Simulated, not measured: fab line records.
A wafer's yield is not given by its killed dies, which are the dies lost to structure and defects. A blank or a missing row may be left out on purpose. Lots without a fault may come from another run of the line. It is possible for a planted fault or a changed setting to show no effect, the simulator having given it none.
The tool behind it: which one? ; flow gf180mcu ; 12 lots with 36 wafers sampled at 5 steps, on a route of 602 steps

== WHAT THE GAUGES READ, wafer by wafer ==
GF_STI_THK_MEAS_02.
lot;measured;on;STI_OXIDATION_THK (nm)
L788;day 1 16:32;filmMetro-01;9.74 9.95 9.76
L791;day 2 07:42;filmMetro-02;10.24 10.08 10.23
L793;day 2 19:46;filmMetro-02;10.07 10.01 10.20
L794;day 3 02:43;filmMetro-04;10.24 10.26 10.45
L795;day 3 05:32;filmMetro-02;10.17 9.91 9.95
L796;day 3 08:31;filmMetro-01;10.14 10.17 10.10
L804;day 5 01:20;filmMetro-02;10.27 10.01 10.20
L805;day 5 06:01;filmMetro-04;10.19 10.18 10.07
L806;day 5 12:22;filmMetro-02;10.11 10.13 10.23
L807;day 5 15:31;filmMetro-02;9.96 10.06 9.98
L808;day 5 20:49;filmMetro-02;9.83 9.71 9.80
L809;day 6 01:31;filmMetro-02;10.03 10.20 9.88

GF_DNWELL_TW_MEAS_09.
lot;measured;on;DNWELL_TW
L788;day 2 22:23;filmMetro-01;1351 1354 1353
L791;day 3 19:46;filmMetro-03;1349 1346 1361
L793;day 4 02:40;filmMetro-02;1343 1353 1348
L794;day 4 11:43;filmMetro-02;1358 1350 1354
L795;day 4 15:24;filmMetro-03;1361 1360 1355
L796;day 4 18:52;filmMetro-02;1358 1354 1355
L804;day 6 13:07;filmMetro-01;1349 1357 1361
L805;day 6 18:43;filmMetro-03;1348 1351 1353
L806;day 7 00:19;filmMetro-01;1343 1354 1346
L807;day 7 05:07;filmMetro-01;1354 1356 1369
L808;day 7 10:46;filmMetro-03;1373 1371 1369
L809;day 7 15:25;filmMetro-02;1337 1333 1327

== WHICH TOOL RAN EACH LOT (tool, then ch and the chambers of the sampled wafers, then the start) ==
lot;GF_STI_ETCH_14;GF_STI_STRIP_15;GF_STI_CMP_25
L788;rieSi-01 ch 0,1, day 2 05:49;plasmaAsher-04 ch 0,1, day 2 05:56;cmp-01 ch 0,1,3, day 2 07:58
L791;rieSi-02 ch 0,1,3, day 2 21:49;plasmaAsher-02 ch 0,1, day 2 21:53;cmp-02 ch 0,3, day 3 03:10
L793;rieSi-02 ch 1,2,3, day 3 09:00;plasmaAsher-04 ch 0,1, day 3 09:05;cmp-02 ch 0,1,3, day 3 11:14
L794;rieSi-02 ch 1,2,3, day 3 17:25;plasmaAsher-01 ch 0,1, day 3 17:29;cmp-01 ch 0,1,2, day 3 20:01
L795;rieSi-02 ch 0,1,2, day 3 20:57;plasmaAsher-01 ch 0,1, day 3 21:04;cmp-02 ch 1,2,3, day 3 23:40
L796;rieSi-01 ch 0,1,2, day 4 00:06;plasmaAsher-02 ch 0,1, day 4 00:11;cmp-02 ch 1,2,3, day 4 02:28
L804;rieSi-02 ch 0,3, day 5 17:37;plasmaAsher-01 ch 0,1, day 5 17:41;cmp-02 ch 1,2,3, day 5 19:50
L805;rieSi-02 ch 0,1, day 5 22:19;plasmaAsher-01 ch 0,1, day 5 22:23;cmp-02 ch 0,2,3, day 6 01:02
L806;rieSi-02 ch 1,3, day 6 04:57;plasmaAsher-04 ch 0,1, day 6 05:04;cmp-01 ch 1,2,3, day 6 07:07
L807;rieSi-01 ch 2,3, day 6 07:54;plasmaAsher-04 ch 0,1, day 6 07:59;cmp-02 ch 0,3, day 6 09:45
L808;rieSi-01 ch 0,2, day 6 14:07;plasmaAsher-04 ch 1, day 6 14:11;cmp-02 ch 0,2,3, day 6 16:04
L809;rieSi-01 ch 2,3, day 6 19:22;plasmaAsher-02 ch 0,1, day 6 19:26;cmp-01 ch 0,1,3, day 6 21:22
- GF_STI_ETCH_14: etches Si in HBr/Cl2/O2, target depth 360 nm, time 102.9 s.
- GF_STI_STRIP_15: strips in O2/N2.
- GF_STI_CMP_25: polishes, stops on Si3N4, t overpolish 33 s, target thk 524.6 nm.

== WHAT THE TOOLS THEMSELVES READ (means of the sampled wafers that have a number; where no wafer has one, the mark that the record gives instead) ==
GF_STI_ETCH_14.
lot;tool;drypumpMotorCurrentA (A);oesProductAu (a.u.);runLengthS (s);throttleValvePct (%)
L788;rieSi-01;5.8;0.994;131.4;25.654
L791;rieSi-02;5.6;0.999;131.4;25.658
L793;rieSi-02;6.0;1.007;130.9;25.667
L794;rieSi-02;6.0;0.995;131.0;25.652
L795;rieSi-02;5.8;1.004;130.9;25.656
L796;rieSi-01;5.8;1.005;131.4;25.651
L804;rieSi-02;5.5;0.993;128.6;25.654
L805;rieSi-02;5.4;1.001;128.6;25.649
L806;rieSi-02;5.9;1.002;125.9;25.657
L807;rieSi-01;5.6;1.006;130.7;25.647
L808;rieSi-01;5.7;0.995;131.6;25.670
L809;rieSi-01;5.6;1.002;130.9;25.659

GF_STI_STRIP_15.
lot;tool;drypumpMotorCurrentA (A);heaterPowerW (W);n2FlowSccm (sccm);oesProductAu (a.u.);stripTimeToEndpointS (s)
L788;plasmaAsher-04;5.6;306;299.6;0.382;3.78
L791;plasmaAsher-02;6.1;393;300.4;0.384;3.71
L793;plasmaAsher-04;5.3;355;298.9;0.383;3.74
L794;plasmaAsher-01;6.3;318;299.6;0.387;3.78
L795;plasmaAsher-01;6.3;318;299.8;0.384;3.76
L796;plasmaAsher-02;5.7;382;300.1;0.386;3.72
L804;plasmaAsher-01;6.3;318;300.2;0.386;3.76
L805;plasmaAsher-01;6.2;309;300.4;0.388;3.77
L806;plasmaAsher-04;5.4;359;300.0;0.383;3.76
L807;plasmaAsher-04;5.4;359;300.8;0.382;3.71
L808;plasmaAsher-04;5.8;266;300.9;0.389;3.72
L809;plasmaAsher-02;5.8;384;299.3;0.384;3.70

GF_STI_CMP_25.
lot;tool;headPressurePsi (psi);motorCurrentA (A);overpolishRunS (s);timeToEndpointS (s)
L788;cmp-01;3.999;11.9;32.998;125
L791;cmp-02;3.995;13.2;33.000;125
L793;cmp-02;4.006;12.7;33.001;122
L794;cmp-01;4.001;12.6;32.999;125
L795;cmp-02;3.994;11.8;32.997;120
L796;cmp-02;3.989;11.7;32.997;124
L804;cmp-02;3.990;12.3;32.990;121
L805;cmp-02;4.003;12.2;33.003;119
L806;cmp-01;4.004;12.1;33.013;124
L807;cmp-02;3.996;13.0;32.996;120
L808;cmp-02;3.998;12.5;33.007;122
L809;cmp-01;3.994;11.8;32.999;127

== THE ANSWER, worked out from the rows above alone ==
Rule: the lots themselves supply what counts as usual. The widest of any qualifying gaps counts: lots, ordered by their means at a reading, are off when they make up no more than a third of the lots, leave a main group of 4 or more, and stand apart from it by 3 or more times the standard deviation of that group's means. A main group whose means are all the same, to the digits that the tables above print for the reading, isn't used. Also off: a lot with no number at a reading for which 4 or more lots have one. Where the step has rows for the other lots, those lots are counted as sound. First the gauges in route order, then the tools' own readings, where a lot's mean is used as printed above. At the first step where some lot is off, the reading lying furthest off is the one used; lots without a number count as furthest.
Off: L804, L805, L806, at GF_STI_ETCH_14 (runLengthS). Main group: mean 131.1 s, sd 0.3.
If a tool, at that step or one of the process steps before it, ran each lot that is off and ran no sound lot following the first of them, it fits. One fits: rieSi-02 at GF_STI_ETCH_14. Its last sound lot is L795 (day 3 20:57), its first lot that is off L804 (day 5 17:37): a fault that began between those two fits.
On the lots that are off, the tool's own readings at GF_STI_ETCH_14 differ by more than 5 times the standard deviation of the sound lots' means, which bears it out; runLengthS reads 127.7 s there versus 131.1 s on the sound lots.

== WHAT THE SIMULATOR HAD INSERTED ==
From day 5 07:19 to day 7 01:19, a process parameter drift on rieSi-02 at GF_STI_ETCH_14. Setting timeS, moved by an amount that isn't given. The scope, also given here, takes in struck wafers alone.
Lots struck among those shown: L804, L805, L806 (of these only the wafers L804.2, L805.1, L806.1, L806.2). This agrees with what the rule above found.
